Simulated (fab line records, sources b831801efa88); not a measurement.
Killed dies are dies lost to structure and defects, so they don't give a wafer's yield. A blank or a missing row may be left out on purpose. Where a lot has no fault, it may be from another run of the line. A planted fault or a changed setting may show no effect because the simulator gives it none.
8D (eight disciplines) problem report, filled in by code -- flow gf180mcu -- the parts of the form that need people (team, actions taken, sign-off) are left out

## 1. WHAT WENT WRONG
Wafers free of any fault read 649 nm (standard deviation 5.9) for STI_CVD_23_THK at GF_STI_THK_MEAS_24, against a mean of 1191 nm on 4 wafers of 3 lots. Relative to the usual mean, that is a shift of +92 standard deviations.
First observed at day 5 03:52: wafer L463.1, on film_metro-03. The record holds 38 wafers of 14 lots with a number at this step. By rule, "out" or "out of limits" means more than 4 standard deviations away from the usual mean. The other wafers with a number count as sound.

## 2. WHAT THIS IS AND IS NOT
question,is,is not
which readings at this step,STI_CVD_23_THK,-
which lots,"L463, L464, L466","L450, L451, L453, L454, L455, L456, L457, L467, L468, L470, L472"
which wafers of those lots,"L463.1, L463.5, L464.5, L466.5",L466.6
read on which gauges,"film_metro-02, film_metro-03",film_metro-04
when,from day 5 03:52,"up to then (21 sound wafers); but 13 sound wafers of L466, L467, L468, L470, L472 came after"

## 3. SUSPECTS, AND WHAT RULES EACH OUT
Counting: a tool at a process step up to the reading stays a suspect if it ran every lot that is out. Sound lots after the first of them don't rule it out here, since some wafers of a struck lot are sound.
- ruled out: the gauge at GF_STI_THK_MEAS_24. Those wafers that are out were read across 2 gauges (film_metro-02, film_metro-03).
- hdpcvd-02 at GF_STI_CVD_23 (deposits SiO2, target thk 650 nm, time 108.3 s): kept. Ran every lot that is out, first one L463 (day 5 03:47); last sound lot up to then L454 (day 3 08:32).
The count leaves hdpcvd-02 at GF_STI_CVD_23.

## 4. THE CAUSE (what the simulator had put in)
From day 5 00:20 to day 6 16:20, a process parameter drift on hdpcvd-02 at GF_STI_CVD_23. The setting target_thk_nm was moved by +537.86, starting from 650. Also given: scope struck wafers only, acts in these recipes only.
After counting, this tool was the only one left.

## 5. THE CHAIN OF EFFECTS, in route order
Each row: a reading where the mean over the struck wafers with a number is more than 3 standard deviations away from the usual. Only readings for which the record gives a usual standard deviation are gone through. hours: the time from each lot's start at the first step in this table that gives one to its start at this step, as a median over the lots. sigmas: the change in usual standard deviations.
hours,step,reading,usual,on struck wafers,change,sigmas
0,GF_STI_THK_MEAS_24,STI_CVD_23_THK,649 nm,1191,+542,+92
6,GF_STI_CMP_25,time_to_endpoint_s,121 s,219,+98,+16
Process steps it contains:
- GF_STI_CMP_25: polishes, stops on Si3N4, t overpolish 33 s, target thk 524.6 nm.
At these later measuring or inspecting steps, every struck wafer for which the step has a row has a number for every such reading, and none has moved that far: GF_DNWELL_TW_MEAS_09, GF_MVPSD_OVL_MEAS_07, GF_VT_IMPLANT_OVL_MEAS_29.

## 6. HOW IT WOULD HAVE BEEN CAUGHT EARLIER
In this record the first reading out of limits at a measuring or inspecting step was taken at day 5 03:52, 4 hours after the fault began at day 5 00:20.
Lots out: 3; of these, L464, L466 started GF_STI_CVD_23 on hdpcvd-02 after day 5 03:52. A hold on the tool at that time would have spared those 2.
